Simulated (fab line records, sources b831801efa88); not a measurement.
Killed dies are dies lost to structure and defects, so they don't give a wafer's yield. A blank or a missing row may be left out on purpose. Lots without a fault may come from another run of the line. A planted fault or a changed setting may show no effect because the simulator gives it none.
A struck lot beside a sound one | flow gf180mcu | 17 steps out of a route of 602
Sound: wafers L537.1, L537.3, L537.6. Struck: wafer L549.1. (L549.2, L549.5 of the same lot were not struck and are left out.) The cause comes at the end.
At each step with rows: each side's tool, then ch and its chambers, then its first start. Under that, the readings that differ: sound wafers | struck wafers | difference of the means | sigmas: that difference in standard deviations of wafers without a fault.
alike: readings whose means differ by less than 2 such deviations, and words and numbers that are the same on both sides. not compared: withheld readings, readings that some wafer has no value for, bounds like >300 that may hide the same value, and numbers for which the record gives no deviation and whose values overlap.
The two part at a step that has a row with sigmas, a row that says differs or no value, or rows on one side only. Numbers that don't overlap but have no deviation are shown without sigmas and don't part them. A reading that every wafer of one side lacks parts them only if that side has two wafers or more.

first, 1 step without rows for these wafers: GF_STI_DEVELOP_11 (develop time 60 s).
GF_STI_CD_MEAS_12: target cd 220 nm.
  sound on cd_sem-01, day 2 02:28; struck on cd_sem-01, day 4 15:28
  alike: cd_nm
GF_STI_ETCH_13: etches the open film in CHF3/O2, stops on Si, target depth 282.31 nm, time 112.9 s.
  sound on rie_diel-02 ch 1,3, day 2 02:35; struck on rie_diel-03 ch 2, day 4 15:35
  alike: bias_w, drypump_motor_current_A, oes_product_au, throttle_valve_pct
  not compared: rf_hours_counter_h
GF_STI_ETCH_14: etches Si in HBr/Cl2/O2, target depth 360 nm, time 102.9 s.
  sound on rie_si-01 ch 0,1, day 2 02:40; struck on rie_si-01 ch 2, day 4 15:40
  alike: bias_w, drypump_motor_current_A, he_backside_leak_sccm, oes_product_au, throttle_valve_pct
  not compared: rf_hours_counter_h
GF_STI_STRIP_15: strips in O2/N2.
  sound on plasma_asher-01 ch 0,1, day 2 02:44; struck on plasma_asher-04 ch 0, day 4 15:44
  reading                      | sound          | struck | difference | sigmas
  heater_power_w (W)           | 303 307 312    | 388    | +81        | +2
  strip_time_to_endpoint_s (s) | 3.74 3.79 3.78 | 3.65   | -0.12      | -3
  alike: drypump_motor_current_A, oes_product_au
  not compared: rf_hours_counter_h
then, 6 steps without rows for these wafers: GF_STI_CLEAN_16 (cleans in dHF, time 25 s); GF_STI_WET_ETCH_17 (etches Si3N4 in H3PO4, target depth 45 nm, time 514 s); GF_STI_CLEAN_18 (cleans in SC1/SC2, time 150 s); GF_STI_CLEAN_19 (cleans in dHF, time 20 s); GF_STI_WET_ETCH_20 (etches SiO2 in dHF, target depth 20 nm, time 400 s); GF_STI_OXIDATION_21 (stabilise 600 s, purge 300 s, target thk 15 nm).
GF_STI_THK_MEAS_22:
  sound on film_metro-02, day 2 04:20; struck on film_metro-02, day 4 17:40
  reading                   | sound          | struck | difference | sigmas
  STI_OXIDATION_01_THK (nm) | 15.8 15.7 15.5 | 14.9   | -0.8       | -2
GF_STI_CVD_23: deposits SiO2, target thk 650 nm, time 108.3 s.
  sound on hdpcvd-01 ch 1,2, day 2 04:23; struck on hdpcvd-01 ch 2, day 4 17:43
  reading                              | sound             | struck | difference | sigmas
  model.SiO2_of_STI_CVD_23.thk_nm (nm) | 649.2 647.7 648.1 | 1086   | +438       |
GF_STI_THK_MEAS_24:
  sound on film_metro-03, day 2 04:28; struck on film_metro-03, day 4 17:48
  reading             | sound       | struck | difference | sigmas
  STI_CVD_23_THK (nm) | 649 648 648 | 1086   | +438       | +63
GF_STI_CMP_25: polishes, stops on Si3N4, t overpolish 33 s, target thk 524.6 nm.
  sound on cmp-01 ch 1,2,3, day 2 04:38; struck on cmp-01 ch 0, day 4 18:04
  reading                | sound       | struck | difference | sigmas
  time_to_endpoint_s (s) | 115 121 125 | 199    | +79        | +23
  alike: motor_current_A, slurry_filter_dp_kPa
then, 1 step without rows for these wafers: GF_STI_WET_ETCH_26 (etches SiO2 in dHF, target depth 94 nm, time 188 s).
GF_PASSIVATION_PROBE_99:
  the record has rows for the sound wafers here (prober-01, day 28 21:32) and none for the struck ones

WHERE THEY PART
First at GF_STI_STRIP_15; last, within this record, at GF_PASSIVATION_PROBE_99.

WHY: what the simulator had put in
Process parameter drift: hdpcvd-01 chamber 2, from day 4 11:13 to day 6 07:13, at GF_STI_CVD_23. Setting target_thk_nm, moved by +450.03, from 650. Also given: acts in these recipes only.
